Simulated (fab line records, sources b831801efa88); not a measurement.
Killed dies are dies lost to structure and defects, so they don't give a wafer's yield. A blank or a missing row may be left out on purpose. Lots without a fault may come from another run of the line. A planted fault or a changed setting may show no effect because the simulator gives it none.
Which tool did it? | flow sfq_line | 7 lots, 20 wafers sampled, at 1 step of a route of 325

WHAT THE GAUGES READ, wafer by wafer
SFQ_M6_RS_MEAS_938: measures by four-point-probe.
lot  | measured     | on            | M6_NB_RS (ohm/sq)
L224 | day 71 03:31 | film_metro-02 | 0.891 0.878 0.884
L228 | day 71 16:43 | film_metro-03 | 0.889 0.893 0.902
L230 | day 71 22:44 | film_metro-02 | 0.882 0.890 0.881
L233 | day 72 04:53 | film_metro-02 | 0.877 0.888
L237 | day 72 14:27 | film_metro-04 | 0.889 0.883 0.887
L242 | day 77 04:49 | film_metro-04 | 0.870 0.878 0.873
L244 | day 77 17:18 | film_metro-04 | 0.897 0.903 0.901

WHICH TOOL RAN EACH LOT (tool, then ch and the chambers of the sampled wafers, then the start)
The record holds no process step before these readings.

THE ANSWER, worked out from the rows above alone
Rule: what is usual is taken from the lots themselves. Put in order of their means at a reading, lots are off if they are a third of the lots or fewer, leave a main group of 4 or more, and stand apart from it by a gap of 3 or more times the standard deviation of the main group's means; of several such gaps the widest counts. A main group whose means are all the same, to the digits that the tables above print for the reading, isn't used. A lot without any number at a reading at which 4 lots or more have one is off too. The other lots that the step has rows for count as sound.
No lot is off at any reading shown: from this, nothing can be told.

WHAT THE SIMULATOR HAD PUT IN
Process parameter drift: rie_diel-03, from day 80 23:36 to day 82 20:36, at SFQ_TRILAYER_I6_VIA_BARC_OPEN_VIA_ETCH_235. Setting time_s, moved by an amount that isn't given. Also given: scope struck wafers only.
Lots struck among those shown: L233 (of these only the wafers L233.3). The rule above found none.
